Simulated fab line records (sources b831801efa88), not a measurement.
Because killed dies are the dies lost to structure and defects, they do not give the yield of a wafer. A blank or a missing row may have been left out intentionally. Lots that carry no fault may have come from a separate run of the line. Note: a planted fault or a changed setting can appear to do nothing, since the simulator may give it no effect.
One fault seen from 2 desks    flow gf180mcu    each desk holds nothing but its own numbers, with what lay behind them at the end

== FROM THE METROLOGY DESK ==
What the gauges read, lot by lot, whatever tool the lot ran on: means of the sampled wafers that have a number. A lot is out of limits, marked OUT, if its mean lies more than 4 standard deviations from the usual mean; the brackets give that distance.
Columns: A = DNWELL_TW at GF_DNWELL_TW_MEAS_09, usual 1341; B = NWELL_OVL at GF_NWELL_OVL_MEAS_07, usual 0.2 nm; C = NWELL_TW at GF_NWELL_TW_MEAS_11, usual 1563; D = LVPWELL_OVL at GF_LVPWELL_OVL_MEAS_07, usual 0.9 nm; E = LVPWELL_TW at GF_LVPWELL_TW_MEAS_11, usual 557; F = MVSD_OVL at GF_MVSD_OVL_MEAS_07, usual -0.5 nm
lot   first seen here  A     B     C     D    E    F
L307  day 3 14:59      1340  -1.3  1554  0.7  552  1.0
L308  day 3 20:34      1340  0.6   1551  1.0  556  -0.5
L314  day 5 05:22      1344  4.0   1575  1.0  560  1.8
L318  day 6 02:55      1341  -1.1  1570  2.3  556  -1.1
L324  day 7 11:09      1340  -1.4  1568  2.0  559  1.1
This desk's finding: nothing out of limits on any of the 5 lots.

== TOOL OWNER'S DESK, iline_stepper-01 ==
The tool's own readings at GF_NWELL_EXPOSE_04 (exposes mask Nwell, target cd 860 nm): means of the sampled wafers that have a number, for each lot that ran on this tool. A lot is out of limits, marked OUT, if its mean lies more than 4 standard deviations from the usual mean; the brackets give that distance.
Columns: A = focus_offset_nm at GF_NWELL_EXPOSE_04, usual 0.0 nm; B = stage_vel_mm_s at GF_NWELL_EXPOSE_04, usual 499.98 mm/s
lot   first seen here  A    B
L307  day 3 22:16      0.5  500.04
L318  day 6 10:29      0.3  500.02
This desk's finding: nothing out of limits on any of the 2 lots.

== TAKEN TOGETHER ==
At the metrology desk, nothing out of limits was observed.
The tool owner's desk saw nothing out of limits.

== WHAT THE SIMULATOR HAD INSERTED ==
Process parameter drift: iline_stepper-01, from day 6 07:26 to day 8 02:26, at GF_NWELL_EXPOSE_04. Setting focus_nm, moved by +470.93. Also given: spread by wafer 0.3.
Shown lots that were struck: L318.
